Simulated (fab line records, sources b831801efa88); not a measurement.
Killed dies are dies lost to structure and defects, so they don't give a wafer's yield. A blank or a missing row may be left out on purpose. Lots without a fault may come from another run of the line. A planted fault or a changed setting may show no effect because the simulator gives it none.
Which tool did it? | flow gf180mcu | 13 lots, 39 wafers sampled, at 5 steps of a route of 602

WHAT THE GAUGES READ, wafer by wafer
GF_NWELL_OVL_MEAS_07. Usual: NWELL_OVL 0.4 nm, standard deviation 1.3.
lot  | measured    | on         | NWELL_OVL (nm) | flag
L477 | day 3 07:06 | overlay-01 | 1.5 1.2 3.1    |
L478 | day 3 12:34 | overlay-02 | -0.6 -0.3 -1.7 |
L479 | day 3 19:22 | overlay-02 | -0.2 -0.9 -0.4 |
L481 | day 4 05:35 | overlay-01 | 1.0 0.8 0.4    |
L482 | day 4 09:51 | overlay-01 | -0.5 -0.6 0.2  |
L483 | day 4 15:32 | overlay-02 | -1.0 -1.2 -0.4 |
L486 | day 5 07:19 | overlay-02 | -0.8 1.2 0.8   |
L489 | day 6 00:47 | overlay-02 | -0.5 -1.2 0.0  |
L491 | day 6 11:58 | overlay-02 | 1.1 1.0 0.1    |
L495 | day 7 09:07 | overlay-02 | -1.8 0.0 -1.2  |
L498 | day 8 01:41 | overlay-02 | -2.0 -2.2 -1.4 |
L499 | day 8 07:49 | overlay-01 | 2.9 2.3 3.0    |
L500 | day 8 18:40 | overlay-01 | 2.1 1.0 1.5    |

GF_MVSD_OVL_MEAS_07. Usual: MVSD_OVL 0.5 nm, standard deviation 1.5.
lot  | measured     | on         | MVSD_OVL (nm)  | flag
L477 | day 4 10:18  | overlay-01 | 0.7 0.0 1.5    |
L478 | day 4 15:19  | overlay-02 | -1.8 0.2 -0.8  |
L479 | day 4 23:41  | overlay-02 | -0.3 1.0 -0.7  |
L481 | day 5 09:16  | overlay-02 | 1.1 1.1 1.2    |
L482 | day 5 14:35  | overlay-02 | 1.1 1.3 0.0    |
L483 | day 5 19:19  | overlay-02 | 3.2 2.0 2.0    |
L486 | day 6 13:19  | overlay-02 | -1.0 -0.8 -1.3 |
L489 | day 7 08:11  | overlay-02 | 2.8 3.2 1.1    |
L491 | day 7 18:57  | overlay-01 | -0.1 -0.6 -0.6 |
L495 | day 8 18:12  | overlay-01 | 3.9 4.9 2.4    |
L498 | day 9 11:49  | overlay-01 | 1.7 2.4 3.5    |
L499 | day 9 18:53  | overlay-02 | -0.8 -0.4 -0.4 |
L500 | day 10 06:36 | overlay-02 | 0.4 1.7 1.2    |

GF_VT_IMPLANT_TW_MEAS_21. Usual: VT_IMPLANT_2_TW 1222, standard deviation 12.
lot  | measured     | on            | VT_IMPLANT_2_TW               | flag
L477 | day 6 06:34  | film_metro-01 | 1227 1231 1231                |
L478 | day 6 10:31  | film_metro-01 | 1238 1233 1231                |
L479 | day 6 20:52  | film_metro-02 | 1200 1199 1199                |
L481 | day 7 08:06  | film_metro-01 | 1222 1230 1227                |
L482 | day 7 14:36  | film_metro-01 | 1215 1224 1220                |
L483 | day 7 17:28  | film_metro-04 | 1231 1230 1226                |
L486 | day 8 14:34  | film_metro-02 | 1083 1083 1089 1090 1089 1086 | OFF
L489 | day 9 11:04  | film_metro-02 | 1089 1088 1091 1089 1088 1091 | OFF
L491 | day 9 22:53  | film_metro-04 | 1115 1104 1113 1119 1113 1114 | OFF
L495 | day 11 00:54 | film_metro-01 | 1233 1238 1239                |
L498 | day 11 18:52 | film_metro-02 | 1206 1208 1200                |
L499 | day 12 02:00 | film_metro-04 | 1219 1218 1221                |
L500 | day 12 14:46 | film_metro-02 | 1219 1215 1227                |

WHICH TOOL RAN EACH LOT (tool, then ch and the chambers of the sampled wafers, then the start)
lot  | GF_MVPSD_STRIP_10                    | GF_VT_IMPLANT_IMPLANT_19
L477 | plasma_asher-02 ch 0,1, day 5 00:50  | implanter-04 ch 0, day 6 06:19
L478 | plasma_asher-02 ch 0,1, day 5 05:23  | implanter-03 ch 0, day 6 10:17
L479 | plasma_asher-02 ch 0,1, day 5 14:28  | implanter-03 ch 0, day 6 20:40
L481 | plasma_asher-01 ch 0,1, day 6 00:45  | implanter-01 ch 0, day 7 07:51
L482 | plasma_asher-02 ch 0,1, day 6 06:56  | implanter-03 ch 0, day 7 14:21
L483 | plasma_asher-04 ch 0,1, day 6 10:20  | implanter-01 ch 0, day 7 17:13
L486 | plasma_asher-01 ch 0,1, day 7 05:41  | implanter-03 ch 0, day 8 14:20
L489 | plasma_asher-04 ch 0,1, day 8 01:04  | implanter-03 ch 0, day 9 10:51
L491 | plasma_asher-02 ch 0,1, day 8 12:16  | implanter-03 ch 0, day 9 22:41
L495 | plasma_asher-04 ch 0,1, day 9 12:26  | implanter-01 ch 0, day 11 00:40
L498 | plasma_asher-01 ch 0,1, day 10 06:14 | implanter-01 ch 0, day 11 18:37
L499 | plasma_asher-01 ch 0,1, day 10 12:57 | implanter-01 ch 0, day 12 01:46
L500 | plasma_asher-04 ch 0, day 11 01:32   | implanter-04 ch 0, day 12 14:31
- GF_MVPSD_STRIP_10: strips in O2/N2.
- GF_VT_IMPLANT_IMPLANT_19

WHAT THE TOOLS THEMSELVES READ (means of the sampled wafers that have a number; where no wafer has one, the mark that the record gives instead)
GF_MVPSD_STRIP_10. Usual: drypump_motor_current_A 5.5 A, standard deviation 0.49; heater_power_w 305 W, standard deviation 18; oes_product_au 0.723 a.u., standard deviation 0.0044; strip_time_to_endpoint_s 36.97 s, standard deviation 0.11.
lot  | tool            | drypump_motor_current_A (A) | heater_power_w (W) | oes_product_au (a.u.) | strip_time_to_endpoint_s (s) | flag
L477 | plasma_asher-02 | 5.2                         | 302                | 0.722                 | 36.97                        |
L478 | plasma_asher-02 | 5.0                         | 308                | 0.727                 | 37.01                        |
L479 | plasma_asher-02 | 5.0                         | 310                | 0.722                 | 37.15                        |
L481 | plasma_asher-01 | 6.1                         | 319                | 0.721                 | 36.91                        |
L482 | plasma_asher-02 | 5.2                         | 299                | 0.721                 | 37.08                        |
L483 | plasma_asher-04 | 5.5                         | 302                | 0.721                 | 36.92                        |
L486 | plasma_asher-01 | 6.1                         | 318                | 0.727                 | 36.97                        |
L489 | plasma_asher-04 | 5.3                         | 292                | 0.726                 | 36.79                        |
L491 | plasma_asher-02 | 5.0                         | 313                | 0.725                 | 36.85                        |
L495 | plasma_asher-04 | 5.3                         | 289                | 0.722                 | 37.11                        |
L498 | plasma_asher-01 | 6.1                         | 306                | 0.723                 | 37.02                        |
L499 | plasma_asher-01 | 6.1                         | 305                | 0.723                 | 36.97                        |
L500 | plasma_asher-04 | 5.7                         | 310                | 0.720                 | 36.92                        |

GF_VT_IMPLANT_IMPLANT_19. Usual: dose_ions_cm2 4.349e+12, standard deviation 4.8e+09; faraday_current_uA 24.5, standard deviation 0.52.
lot  | tool         | dose_ions_cm2 | faraday_current_uA | flag
L477 | implanter-04 | 4.353e+12     | 24.5               |
L478 | implanter-03 | 4.352e+12     | 24.4               |
L479 | implanter-03 | 4.345e+12     | 24.5               |
L481 | implanter-01 | 4.343e+12     | 24.7               |
L482 | implanter-03 | 4.347e+12     | 24.4               |
L483 | implanter-01 | 4.348e+12     | 25.1               |
L486 | implanter-03 | 3.178e+12     | 18.0               | OFF
L489 | implanter-03 | 3.171e+12     | 17.7               | OFF
L491 | implanter-03 | 3.168e+12     | 17.7               | OFF
L495 | implanter-01 | 4.352e+12     | 24.3               |
L498 | implanter-01 | 4.343e+12     | 24.6               |
L499 | implanter-01 | 4.350e+12     | 24.9               |
L500 | implanter-04 | 4.350e+12     | 24.8               |

THE ANSWER, worked out from the rows above alone
Rule: a lot is off if the mean of its wafers that have a number lies more than 3 standard deviations from the usual mean. A lot without any number at a reading at which 4 lots or more have one is off too. The other lots that the step has rows for count as sound. The gauges are gone through in route order, then the tools' own readings, and for those a lot's mean is taken as printed above. The first step at which some lot is off is used, and at that step the reading that is off furthest; a lot without a number counts as furthest.
Off: L486, L489, L491, at GF_VT_IMPLANT_TW_MEAS_21 (VT_IMPLANT_2_TW).
A tool fits if, at a process step before that reading, it ran every lot that is off, and no sound lot after the first of them. The gauges at GF_VT_IMPLANT_TW_MEAS_21 aren't tried: what is off there is off at GF_VT_IMPLANT_IMPLANT_19 too, on other tools, and a gauge's error can't cause that. One fits: implanter-03 at GF_VT_IMPLANT_IMPLANT_19. Its last sound lot is L482 (day 7 14:21), its first lot that is off L486 (day 8 14:20): a fault that began between those two fits.
The tool's own readings at GF_VT_IMPLANT_IMPLANT_19 bear it out: on the lots that are off they differ by more than 5 times the standard deviation of the sound lots' means. dose_ions_cm2 reads 3.172e+12 there against 4.348e+12 on the sound lots; faraday_current_uA reads 17.8 there against 24.6 on the sound lots.

WHAT THE SIMULATOR HAD PUT IN
Process parameter drift: implanter-03, from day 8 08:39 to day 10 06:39, at GF_VT_IMPLANT_IMPLANT_19. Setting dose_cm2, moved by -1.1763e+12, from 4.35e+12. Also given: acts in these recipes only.
Lots struck among those shown: L486, L489, L491. The rule above found the same.
